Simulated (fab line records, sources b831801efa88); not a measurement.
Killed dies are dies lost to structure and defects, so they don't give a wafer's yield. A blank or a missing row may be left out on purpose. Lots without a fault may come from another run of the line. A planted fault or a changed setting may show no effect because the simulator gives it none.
fab line records | flow sky130 | part 1 of 2: steps 1 to 30 of 42
record lots=5 wafers=15 last_day=48
route steps=708 shown SPACER@304 POLY_CUT@307 SD_P@320 RES_XHIGH@332 SD_N@342
lots that met no fault: from a run of the same line without faults
start_h: hours from the record's first day to the start of the lot's first wafer shown | wait_h: hours since the lot's step before | " the same as in the row above | L1.1+2: a row that stands for several wafers | - no value, or no start given | * or withheld: withheld | < > ~ a bound
route shown NAME@n: a module of which the file shows steps, and the number in the route of the first | usual: mean/standard deviation of fault-free wafers | same: alike in all rows | chamber/n: place in a boat | sites: the reading at each site | _std_site: their standard deviation | _edge_site: outer sites' mean less inner sites' | radius_mm: how far each site lies from the wafer's centre | mask NAME#n: copy n | behind: the tool/chamber that last shaped the wafer | hold: why the lot was held/for how many hours/how that ended | device: the transistor (n, p or np) that didn't switch | end of line: the same wafers' tests at the end of the route | a step without rows: its recipe alone | killed: dies lost to structure and defects at the first sort, not the wafer's yield | map: a wafer's dies, x killed, . not, _ none there
set.NAME: the setting as run; set.NAME@STEP: as run at that earlier step | model.NAME: the simulator's own value behind a step, which no gauge read
lots at some steps of the route; a table a step, a row a wafer
services: from which hour (start_h, from the record's first day; less than 0 if before it) a tool's chamber was out of use, for how many hours, and why
## steps
# step SKY_SPACER_CVD_00
# recipe material=Si3N4 precursor=DCS/NH3 target_thk_nm=43.1 temp_c=770 time_s=740 pressure_mtorr=250
# usual susceptor_temp_C=769.9/0.37
# columns lot.wafer tool chamber start_h wait_h susceptor_temp_C
L074.2 lpcvd-02 0 529.13 0.0 770.1
L074.4 " 0 " " 770.4
L074.5 " 0 " " 770.9
L075.1 lpcvd-02 0 540.18 0.0 770.4
L075.5 " 0 " " 770.0
L075.6 " 0 " " 770.1
L082.1 lpcvd-02 0 608.38 0.0 769.4
L082.3 " 0 " " 769.3
L082.4 " 0 " " 769.1
L084.1 lpcvd-02 0 622.53 0.0 769.6
L084.2 " 0 " " 769.9
L084.4 " 0 " " 770.1
L088.3 lpcvd-02 1 653.48 2.1 769.6
L088.4 " 1 " " 769.7
L088.5 " 1 " " 769.6
# step SKY_SPACER_THK_MEAS_01
# recipe reads=Si3N4_of_SPACER_CVD_00
# usual SPACER_CVD_00_THK=42.8/0.32
# columns lot.wafer tool chamber start_h wait_h SPACER_CVD_00_THK[nm]
L074.2 film_metro-04 - 530.95 0.0 42.8
L074.4 " - " " 42.6
L074.5 " - " " 42.7
L075.1 film_metro-02 - 541.99 0.0 43.4
L075.5 " - " " 43.2
L075.6 " - " " 42.9
L082.1 film_metro-02 - 609.59 0.0 42.2
L082.3 " - " " 42.3
L082.4 " - " " 42.4
L084.1 film_metro-04 - 624.34 0.0 42.5
L084.2 " - " " 42.4
L084.4 " - " " 42.6
L088.3 film_metro-01 - 654.71 0.0 42.4
L088.4 " - " " 42.5
L088.5 " - " " 42.4
# step SKY_SPACER_ETCHBACK_02
# recipe chemistry=CH3F/O2 target=Si3N4 stop_on=SiO2 source_w=400 bias_w=80 pressure_mtorr=25 ch3f_flow_sccm=40 O2_flow_sccm=30 time_s=46.7 target_depth_a=450
# usual drypump_motor_current_A=5.6/0.47 oes_product_au=0.851/0.0062 throttle_valve_pct=10.562/0.0098
# columns lot.wafer tool chamber start_h wait_h drypump_motor_current_A oes_product_au rf_hours_counter_h throttle_valve_pct
L074.2 rie_diel-03 1 531.00 0.0 5.0 0.853 9 10.557
L074.4 " 2 " " 5.4 0.847 4 10.558
L074.5 " 3 " " 6.5 0.850 - 10.559
L075.1 rie_diel-03 2 542.05 0.1 5.4 0.862 4 10.541
L075.5 " 3 " " 6.5 0.859 - 10.561
L075.6 " 0 " " 5.7 0.849 - 10.566
L082.1 rie_diel-01 0 609.65 0.1 6.1 0.841 3 10.573
L082.3 " 1 " " 5.7 0.854 1 10.572
L082.4 " 3 " " 4.9 0.857 5 10.558
L084.1 rie_diel-03 3 624.40 0.1 6.5 0.846 11 10.566
L084.2 " 2 " " 5.4 0.844 6 10.567
L084.4 " 1 " " 5.0 0.851 10 10.559
L088.3 rie_diel-01 1 654.75 0.0 5.7 0.841 1 10.570
L088.4 " 2 " " 5.8 0.853 9 10.554
L088.5 " 1 " " 5.7 0.853 - 10.569
# step SKY_POLY_CUT_DEHYDRATE_00
# recipe temp_c=200 time_s=60
# usual plate_temp_C=199.98/0.16
# columns lot.wafer tool chamber start_h wait_h plate_temp_C
L074.2 litho_track-01 0 545.80 14.8 199.96
L074.4 " 0 " " 199.92
L074.5 " 0 " " 200.21
L075.1 litho_track-01 0 556.72 14.7 200.08
L075.5 " 0 " " 200.03
L075.6 " 0 " " 199.83
L082.1 litho_track-02 0 622.99 13.3 199.83
L082.3 " 0 " " 199.89
L082.4 " 0 " " 199.72
L084.1 litho_track-04 0 637.53 13.1 200.05
L084.2 " 0 " " 200.15
L084.4 " 0 " " 199.95
L088.3 litho_track-04 0 667.58 12.8 200.02
L088.4 " 0 " " 199.95
L088.5 " 0 " " 199.96
# step SKY_POLY_CUT_HMDS_01
# recipe prime_time_s=60 prime_temp_c=120
# columns lot.wafer tool chamber start_h wait_h
L074.2+4+5 litho_track-01 0 545.95 0.1
L075.1+5+6 litho_track-01 0 556.87 0.1
L082.1+3+4 litho_track-02 0 623.14 0.1
L084.1+2+4 litho_track-04 0 637.68 0.1
L088.3+4+5 litho_track-04 0 667.73 0.1
# step SKY_POLY_CUT_COAT_02
# recipe resist=BARC temp_c=withheld time_s=withheld spin_rpm=3000 resist_thk_nm=60
# columns lot.wafer tool chamber start_h wait_h
L074.2+4+5 litho_track-01 0 546.10 0.1
L075.1+5+6 litho_track-01 0 557.02 0.1
L082.1+3+4 litho_track-02 0 623.29 0.1
L084.1+2+4 litho_track-04 0 637.83 0.1
L088.3+4+5 litho_track-04 0 667.88 0.1
# step SKY_POLY_CUT_COAT_03
# recipe resist=KrF-thick spin_rpm=3000 resist_thk_nm=450
# columns lot.wafer tool chamber start_h wait_h
L074.2+4+5 litho_track-01 0 - -
L075.1+5+6 litho_track-01 0 - -
L082.1+3+4 litho_track-02 0 - -
L084.1+2+4 litho_track-04 0 - -
L088.3+4+5 litho_track-04 0 - -
# step SKY_POLY_CUT_SOFTBAKE_04
# recipe temp_c=100 time_s=90 resist=KrF-thick
# usual plate_temp_C=99.98/0.11
# columns lot.wafer tool chamber start_h wait_h plate_temp_C
L074.2 litho_track-01 0 - - 100.08
L074.4 " 0 " " 99.91
L074.5 " 0 " " 100.10
L075.1 litho_track-01 0 - - 99.99
L075.5 " 0 " " 100.16
L075.6 " 0 " " 100.11
L082.1 litho_track-02 0 - - 99.92
L082.3 " 0 " " 99.99
L082.4 " 0 " " 99.98
L084.1 litho_track-04 0 - - 99.86
L084.2 " 0 " " 99.96
L084.4 " 0 " " 99.66
L088.3 litho_track-04 0 - - 100.13
L088.4 " 0 " " 99.96
L088.5 " 0 " " 99.98
# step SKY_POLY_CUT_EXPOSE_05
# recipe mask_id=NPCM na=0.8 source_shape=annular sigma_inner=0.55 sigma_outer=0.85 target_cd_nm=270 dose_mj=32
# same sigma_outer=0.85
# columns lot.wafer tool chamber start_h wait_h mask
L074.2+4+5 krf_scanner-02 0 - - NPCM#0
L075.1+5+6 krf_scanner-02 0 - - NPCM#0
L082.1+3+4 krf_scanner-02 0 - - NPCM#0
L084.1+2+4 krf_scanner-02 0 - - NPCM#0
L088.3+4+5 krf_scanner-02 0 - - NPCM#0
# step SKY_POLY_CUT_PEB_06
# recipe peb_temp_c=withheld peb_time_s=withheld resist=KrF-thick
# columns lot.wafer tool chamber start_h wait_h
L074.2+4+5 litho_track-02 0 - -
L075.1+5+6 litho_track-04 0 - -
L082.1+3+4 litho_track-02 0 - -
L084.1+2+4 litho_track-04 0 - -
L088.3+4+5 litho_track-01 0 - -
# step SKY_POLY_CUT_DEVELOP_07
# recipe develop_time_s=60 resist=KrF-thick dev_temp_c=21
# columns lot.wafer tool chamber start_h wait_h
L074.2+4+5 litho_track-02 0 - -
L075.1+5+6 litho_track-04 0 - -
L082.1+3+4 litho_track-02 0 - -
L084.1+2+4 litho_track-04 0 - -
L088.3+4+5 litho_track-01 0 - -
# step SKY_POLY_CUT_CD_MEAS_08
# recipe target_cd_nm=270
# usual cd_nm=269.7/1.7
# columns lot.wafer tool chamber start_h wait_h cd_nm
L074.2 cd_sem-02 - 561.31 - 271.5
L074.4 " - " " 271.4
L074.5 " - " " 272.0
L075.1 cd_sem-02 - 571.23 - 270.9
L075.5 " - " " 270.8
L075.6 " - " " 270.0
L082.1 cd_sem-02 - 637.54 - 269.9
L082.3 " - " " 269.0
L082.4 " - " " 268.2
L084.1 cd_sem-02 - 653.23 - 268.6
L084.2 " - " " 270.0
L084.4 " - " " 267.8
L088.3 cd_sem-02 - 683.31 - 269.5
L088.4 " - " " 270.4
L088.5 " - " " 269.5
# step SKY_POLY_CUT_OVL_MEAS_09
# usual POLY_CUT_OVL=-1/5.6
# columns lot.wafer tool chamber start_h wait_h POLY_CUT_OVL[nm]
L074.2 overlay-01 - 561.41 0.1 -5
L074.4 " - " " -10
L074.5 " - " " -8
L075.1 overlay-02 - 571.35 0.1 -8
L075.5 " - " " -6
L075.6 " - " " -1
L082.1 overlay-01 - 637.66 0.1 3
L082.3 " - " " -1
L082.4 " - " " 0
L084.1 overlay-02 - 653.35 0.1 3
L084.2 " - " " -4
L084.4 " - " " 4
L088.3 overlay-01 - 683.41 0.1 5
L088.4 " - " " 12
L088.5 " - " " 4
# step SKY_POLY_CUT_ETCH_10
# recipe chemistry=N2/H2 target=BARC ion_energy_ev=200 source_w=500 bias_w=100 pressure_mtorr=30 n2_flow_sccm=100 h2_flow_sccm=200 stop_on=SiO2 time_s=46.91 target_depth_a=600
# usual drypump_motor_current_A=5.6/0.45 oes_product_au=0.853/0.005 throttle_valve_pct=13.226/0.0098
# columns lot.wafer tool chamber start_h wait_h drypump_motor_current_A oes_product_au rf_hours_counter_h throttle_valve_pct
L074.2 rie_diel-01 3 561.44 0.0 4.9 0.850 5 13.199
L074.4 " 0 " " 6.1 0.847 2 13.234
L074.5 " 2 " " 5.8 0.850 - 13.225
L075.1 rie_diel-04 1 571.39 0.0 5.8 0.857 65 13.217
L075.5 " 2 " " 5.2 0.846 - 13.231
L075.6 " 1 " " 5.8 0.849 - 13.242
L082.1 rie_diel-01 1 637.69 0.0 5.8 0.856 1 13.212
L082.3 " 3 " " 5.0 0.853 6 13.217
L082.4 " 2 " " 5.8 0.854 9 13.231
L084.1 rie_diel-01 0 653.39 0.0 6.1 0.864 4 13.230
L084.2 " 1 " " 5.8 0.850 1 13.222
L084.4 " 2 " " 5.8 0.857 9 13.237
L088.3 rie_diel-01 3 683.43 0.0 4.9 0.844 7 13.218
L088.4 " 2 " " 5.8 0.850 10 13.225
L088.5 " 0 " " 6.2 0.852 - 13.232
# step SKY_POLY_CUT_ETCH_11
# recipe target=Si3N4 chemistry=CF4/CH2F2/Ar stop_on=poly-Si source_w=600 bias_w=150 pressure_mtorr=40 cf4_flow_sccm=40 ch2f2_flow_sccm=20 Ar_flow_sccm=150 time_s=42.5 target_depth_a=600
# usual drypump_motor_current_A=5.6/0.45 oes_product_au=0.827/0.0062 throttle_valve_pct=14.994/0.0092
# columns lot.wafer tool chamber start_h wait_h drypump_motor_current_A oes_product_au rf_hours_counter_h throttle_valve_pct
L074.2 rie_diel-01 3 561.49 0.0 4.9 0.836 5 14.981
L074.4 " 0 " " 6.1 0.827 2 14.975
L074.5 " 2 " " 5.8 0.823 - 14.997
L075.1 rie_diel-04 1 571.43 0.0 5.7 0.834 65 14.988
L075.5 " 2 " " 5.2 0.838 - 15.002
L075.6 " 1 " " 5.7 0.828 - 14.990
L082.1 rie_diel-01 1 637.74 0.0 5.8 0.824 1 14.981
L082.3 " 3 " " 4.9 0.823 6 14.982
L082.4 " 2 " " 5.8 0.824 9 14.987
L084.1 rie_diel-01 0 653.43 0.0 6.1 0.834 4 14.999
L084.2 " 1 " " 5.7 0.824 1 15.001
L084.4 " 2 " " 5.8 0.828 9 14.998
L088.3 rie_diel-01 3 683.47 0.0 4.9 0.828 7 14.983
L088.4 " 2 " " 5.8 0.837 10 14.986
L088.5 " 0 " " 6.1 0.822 - 14.990
# step SKY_POLY_CUT_STRIP_12
# recipe chemistry=O2/N2 power_w=1400 pressure_mtorr=1500 platen_temp_c=withheld o2_flow_sccm=3000 n2_flow_sccm=300 overash_fraction=0.5
# usual drypump_motor_current_A=6.0/0.46 oes_product_au=0.452/0.0047 strip_time_to_endpoint_s=5.357/0.018
# columns lot.wafer tool chamber start_h wait_h drypump_motor_current_A oes_product_au rf_hours_counter_h strip_time_to_endpoint_s
L074.2 plasma_asher-04 0 561.53 0.0 6.2 0.454 88 5.362
L074.4 " 1 " " 6.7 0.444 - 5.370
L074.5 " 0 " " 6.3 0.450 - 5.362
L075.1 plasma_asher-03 0 571.47 0.0 5.2 0.451 75 5.334
L075.5 " 0 " " 5.2 0.449 - 5.315
L075.6 " 1 " " 6.3 0.450 - 5.357
L082.1 plasma_asher-01 1 637.78 0.0 6.1 0.453 54 5.362
L082.3 " 0 " " 5.5 0.461 - 5.381
L082.4 " 1 " " 6.1 0.450 - 5.374
L084.1 plasma_asher-03 0 653.47 0.0 5.2 0.446 83 5.344
L084.2 " 1 " " 6.3 0.452 83 5.360
L084.4 " 0 " " 5.2 0.446 - 5.336
L088.3 plasma_asher-01 1 683.55 0.1 6.1 0.450 - 5.337
L088.4 " 0 " " 5.5 0.453 - 5.348
L088.5 " 1 " " 6.2 0.446 - 5.340
# step SKY_SD_P_DEHYDRATE_00
# recipe temp_c=200 time_s=60
# usual plate_temp_C=200.00/0.17
# columns lot.wafer tool chamber start_h wait_h plate_temp_C
L074.2 litho_track-03 0 576.06 14.5 200.00
L074.4 " 0 " " 199.97
L074.5 " 0 " " 200.16
L075.1 litho_track-03 0 586.09 14.6 200.28
L075.5 " 0 " " 200.18
L075.6 " 0 " " 200.00
L082.1 litho_track-01 0 652.42 14.6 200.12
L082.3 " 0 " " 200.15
L082.4 " 0 " " 200.00
L084.1 litho_track-03 0 666.49 13.0 199.83
L084.2 " 0 " " 200.02
L084.4 " 0 " " 199.79
L088.3 litho_track-03 0 696.84 13.3 199.90
L088.4 " 0 " " 199.85
L088.5 " 0 " " 199.97
# step SKY_SD_P_HMDS_01
# recipe prime_time_s=60 prime_temp_c=120
# columns lot.wafer tool chamber start_h wait_h
L074.2+4+5 litho_track-03 0 576.21 0.1
L075.1+5+6 litho_track-03 0 586.24 0.1
L082.1+3+4 litho_track-01 0 652.57 0.1
L084.1+2+4 litho_track-03 0 666.64 0.1
L088.3+4+5 litho_track-03 0 696.99 0.1
# step SKY_SD_P_COAT_02
# recipe resist=NOVOLAK spin_rpm=3000 resist_thk_nm=1140
# columns lot.wafer tool chamber start_h wait_h
L074.2+4+5 litho_track-03 0 576.36 0.1
L075.1+5+6 litho_track-03 0 586.39 0.1
L082.1+3+4 litho_track-01 0 652.72 0.1
L084.1+2+4 litho_track-03 0 666.79 0.1
L088.3+4+5 litho_track-03 0 697.14 0.1
# step SKY_SD_P_SOFTBAKE_03
# recipe temp_c=90 time_s=60 resist=NOVOLAK
# usual plate_temp_C=90.02/0.13
# columns lot.wafer tool chamber start_h wait_h plate_temp_C
L074.2 litho_track-03 0 576.51 0.1 90.12
L074.4 " 0 " " 89.99
L074.5 " 0 " " 89.81
L075.1 litho_track-03 0 586.54 0.1 90.05
L075.5 " 0 " " 90.01
L075.6 " 0 " " 89.90
L082.1 litho_track-01 0 652.87 0.1 89.90
L082.3 " 0 " " 89.94
L082.4 " 0 " " 89.98
L084.1 litho_track-03 0 666.94 0.1 90.06
L084.2 " 0 " " 90.08
L084.4 " 0 " " 90.00
L088.3 litho_track-03 0 697.29 0.1 90.21
L088.4 " 0 " " 90.05
L088.5 " 0 " " 90.18
# step SKY_SD_P_EXPOSE_04
# recipe mask_id=PSDM na=0.6 source_shape=conventional sigma_outer=0.6 polarization=unpolarized target_cd_nm=380 dose_mj=138
# same sigma_outer=0.6
# columns lot.wafer tool chamber start_h wait_h mask
L074.2+4+5 iline_stepper-02 0 - - PSDM#0
L075.1+5+6 iline_stepper-02 0 - - PSDM#0
L082.1+3+4 iline_stepper-02 0 - - PSDM#0
L084.1+2+4 iline_stepper-01 0 - - PSDM#0
L088.3+4+5 iline_stepper-02 0 - - PSDM#0
# step SKY_SD_P_PEB_05
# recipe temp_c=withheld time_s=* resist=NOVOLAK
# columns lot.wafer tool chamber start_h wait_h
L074.2+4+5 litho_track-01 0 - -
L075.1+5+6 litho_track-03 0 - -
L082.1+3+4 litho_track-02 0 - -
L084.1+2+4 litho_track-02 0 - -
L088.3+4+5 litho_track-03 0 - -
# step SKY_SD_P_DEVELOP_06
# recipe resist=NOVOLAK developer=TMAH develop_time_s=60 dev_temp_c=23
# columns lot.wafer tool chamber start_h wait_h
L074.2+4+5 litho_track-01 0 591.35 0.1
L075.1+5+6 litho_track-03 0 600.14 0.1
L082.1+3+4 litho_track-02 0 666.49 0.1
L084.1+2+4 litho_track-02 0 681.69 0.1
L088.3+4+5 litho_track-03 0 711.69 0.1
# step SKY_SD_P_CD_MEAS_07
# recipe target_cd_nm=380
# usual cd_nm=380.9/1.8
# columns lot.wafer tool chamber start_h wait_h cd_nm
L074.2 cd_sem-01 - 591.49 0.1 381.0
L074.4 " - " " 381.0
L074.5 " - " " 383.7
L075.1 cd_sem-01 - 600.29 0.1 377.4
L075.5 " - " " 380.4
L075.6 " - " " 380.4
L082.1 cd_sem-02 - 666.64 0.1 380.9
L082.3 " - " " 382.6
L082.4 " - " " 381.5
L084.1 cd_sem-02 - 681.84 0.1 379.1
L084.2 " - " " 382.2
L084.4 " - " " 382.5
L088.3 cd_sem-02 - 711.83 0.1 378.2
L088.4 " - " " 381.6
L088.5 " - " " 381.7
# step SKY_SD_P_OVL_MEAS_08
# usual SD_P_OVL=0.2/1.1
# columns lot.wafer tool chamber start_h wait_h SD_P_OVL[nm]
L074.2 overlay-01 - 591.60 0.1 1.2
L074.4 " - " " 1.1
L074.5 " - " " -1.7
L075.1 overlay-01 - 600.41 0.1 -1.3
L075.5 " - " " 0.7
L075.6 " - " " 0.3
L082.1 overlay-01 - 666.76 0.1 -1.1
L082.3 " - " " -1.7
L082.4 " - " " -1.2
L084.1 overlay-01 - 681.96 0.1 0.5
L084.2 " - " " -1.0
L084.4 " - " " 1.3
L088.3 overlay-02 - 711.92 0.1 1.7
L088.4 " - " " -0.1
L088.5 " - " " 0.2
# step SKY_SD_P_IMPLANT_09
# recipe species=BF2 energy_kev=20 dose_cm2=3e+15 tilt_deg=0
# columns lot.wafer tool chamber start_h wait_h
L074.2+4+5 implanter-02 0 591.68 0.1
L075.1+5+6 implanter-02 0 600.44 0.0
L082.1+3+4 implanter-01 0 666.79 0.0
L084.1+2+4 implanter-02 0 681.99 0.0
L088.3+4+5 implanter-01 0 711.99 0.1
# step SKY_SD_P_STRIP_10
# recipe chemistry=O2/N2 power_w=1400 pressure_mtorr=1500 platen_temp_c=withheld o2_flow_sccm=3000 n2_flow_sccm=300 overash_fraction=0.5
# usual drypump_motor_current_A=6.0/0.4 oes_product_au=0.618/0.0048 strip_time_to_endpoint_s=17.49/0.036
# columns lot.wafer tool chamber start_h wait_h drypump_motor_current_A oes_product_au rf_hours_counter_h strip_time_to_endpoint_s
L074.2 plasma_asher-02 0 591.93 0.2 5.6 0.623 16 17.46
L074.4 " 1 " " 5.8 0.612 - 17.44
L074.5 " 0 " " 5.6 0.624 - 17.48
L075.1 plasma_asher-01 0 600.59 0.1 5.5 0.609 50 17.48
L075.5 " 1 " " 6.2 0.616 - 17.47
L075.6 " 0 " " 5.5 0.618 - 17.44
L082.1 plasma_asher-04 1 666.94 0.1 6.7 0.625 99 17.45
L082.3 " 0 " " 6.2 0.611 - 17.48
L082.4 " 1 " " 6.7 0.622 - 17.47
L084.1 plasma_asher-04 0 682.14 0.1 6.2 0.615 100 17.51
L084.2 " 1 " " 6.7 0.617 100 17.44
L084.4 " 0 " " 6.2 0.621 - 17.51
L088.3 plasma_asher-01 1 712.13 0.1 6.1 0.620 - 17.51
L088.4 " 0 " " 5.5 0.625 - 17.46
L088.5 " 1 " " 6.1 0.625 - 17.48
# step SKY_SD_P_TW_MEAS_11
# usual SD_P_TW=2823/18
# columns lot.wafer tool chamber start_h wait_h SD_P_TW
L074.2 film_metro-01 - 592.04 0.1 2831
L074.4 " - " " 2831
L074.5 " - " " 2813
L075.1 film_metro-01 - 600.69 0.1 2838
L075.5 " - " " 2834
L075.6 " - " " 2844
L082.1 film_metro-01 - 667.04 0.1 2804
L082.3 " - " " 2829
L082.4 " - " " 2834
L084.1 film_metro-01 - 682.24 0.1 2844
L084.2 " - " " 2835
L084.4 " - " " 2843
L088.3 film_metro-03 - 712.21 0.1 2842
L088.4 " - " " 2828
L088.5 " - " " 2819
# step SKY_RES_XHIGH_DEHYDRATE_00
# recipe temp_c=200 time_s=60
# usual plate_temp_C=200.02/0.16
# columns lot.wafer tool chamber start_h wait_h plate_temp_C
L074.2 litho_track-04 0 605.95 13.9 200.16
L074.4 " 0 " " 200.06
L074.5 " 0 " " 199.93
L075.1 litho_track-04 0 615.38 14.7 200.08
L075.5 " 0 " " 200.00
L075.6 " 0 " " 200.15
L082.1 litho_track-04 0 681.33 14.3 200.01
L082.3 " 0 " " 199.98
L082.4 " 0 " " 199.93
L084.1 litho_track-04 0 695.73 13.5 199.66
L084.2 " 0 " " 199.88
L084.4 " 0 " " 200.11
L088.3 litho_track-01 0 724.37 12.2 200.03
L088.4 " 0 " " 199.95
L088.5 " 0 " " 200.13
# step SKY_RES_XHIGH_HMDS_01
# recipe prime_time_s=60 prime_temp_c=120
# columns lot.wafer tool chamber start_h wait_h
L074.2+4+5 litho_track-04 0 606.10 0.1
L075.1+5+6 litho_track-04 0 615.53 0.1
L082.1+3+4 litho_track-04 0 681.48 0.1
L084.1+2+4 litho_track-04 0 695.88 0.1
L088.3+4+5 litho_track-01 0 724.52 0.1
